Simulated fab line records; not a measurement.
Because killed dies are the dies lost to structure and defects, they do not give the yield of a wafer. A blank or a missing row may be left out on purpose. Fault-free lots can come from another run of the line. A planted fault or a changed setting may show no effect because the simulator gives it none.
A single fault, viewed from 2 desks ; flow gf180mcu ; each desk has only its own numbers; what lay behind them comes last

== AT THE METROLOGY DESK ==
Lot by lot, what the gauges showed, no matter which tool ran the lot: averages of those sampled wafers that carry a number. If a lot's mean is further than 4 standard deviations from the usual mean, the lot is out of limits and carries the mark OUT (the distance appears in the brackets).
Columns: A = cd-nm at GF_HV_LDD_CD_MEAS_07, usual 400.0 nm; B = cd-nm at GF_PSD_CD_MEAS_07, usual 399.5 nm
lot;first seen here;A;B
L191;day 10 02:10;401.3;398.4
L192;day 10 07:22;399.9;399.8
L193;day 10 14:50;397.0;402.1
L200;day 12 23:33;401.0;395.3
L201;day 13 01:55;433.8 (+17) OUT;399.8
L202;day 13 12:58;433.0 (+16) OUT;399.9
L205;day 14 06:40;399.0;397.1
L207;day 15 04:45;399.6;397.8
L209;day 15 16:18;399.5;397.9
L211;day 16 07:14;402.6;399.0
L213;day 16 21:29;397.8;402.2
L214;day 17 06:37;401.3;399.3
This desk finds L201, L202 out of limits, L201 being first, at day 13 01:55 (cd-nm at GF_HV_LDD_CD_MEAS_07). Within limits: L191, L192, L193, L200, L205, L207, L209, L211, L213, L214.

== DESK OF THE TOOL OWNER: litho-track-03 ==
The tool's own readings at GF_HV_LDD_COAT_02 (resist thk 1000 nm): means of the sampled wafers that have a number, for each lot that ran on this tool. If a lot's mean is further than 4 standard deviations from the usual mean, the lot is out of limits and carries the mark OUT (the distance appears in the brackets).
Columns: A = dispense-pressure-kPa at GF_HV_LDD_COAT_02, usual 52.9 kPa
lot;first seen here;A
L191;day 9 17:01;54.0
L192;day 9 22:02;54.0
L200;day 12 13:20;54.0
L201;day 12 15:41;54.1
L202;day 13 02:49;54.0
This desk's verdict: no lot among the 5 shows anything out of limits.

== ALL TOGETHER ==
On L201, L202, the metrology desk was in a position to raise an alarm at day 13 01:55.
Nothing out of limits was seen by the tool owner's desk.
On record at the tool owner's desk: L201, L202, within its limits.
All the named lots went through GF_HV_LDD_COAT_02 on litho-track-03.

== WHAT THE SIMULATOR PUT IN ==
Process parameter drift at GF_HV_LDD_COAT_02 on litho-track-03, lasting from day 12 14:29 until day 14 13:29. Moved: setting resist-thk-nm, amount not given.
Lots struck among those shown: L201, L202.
Per desk, hours elapsed from the start of the fault to the first reading out of limits: for the metrology desk, 11.
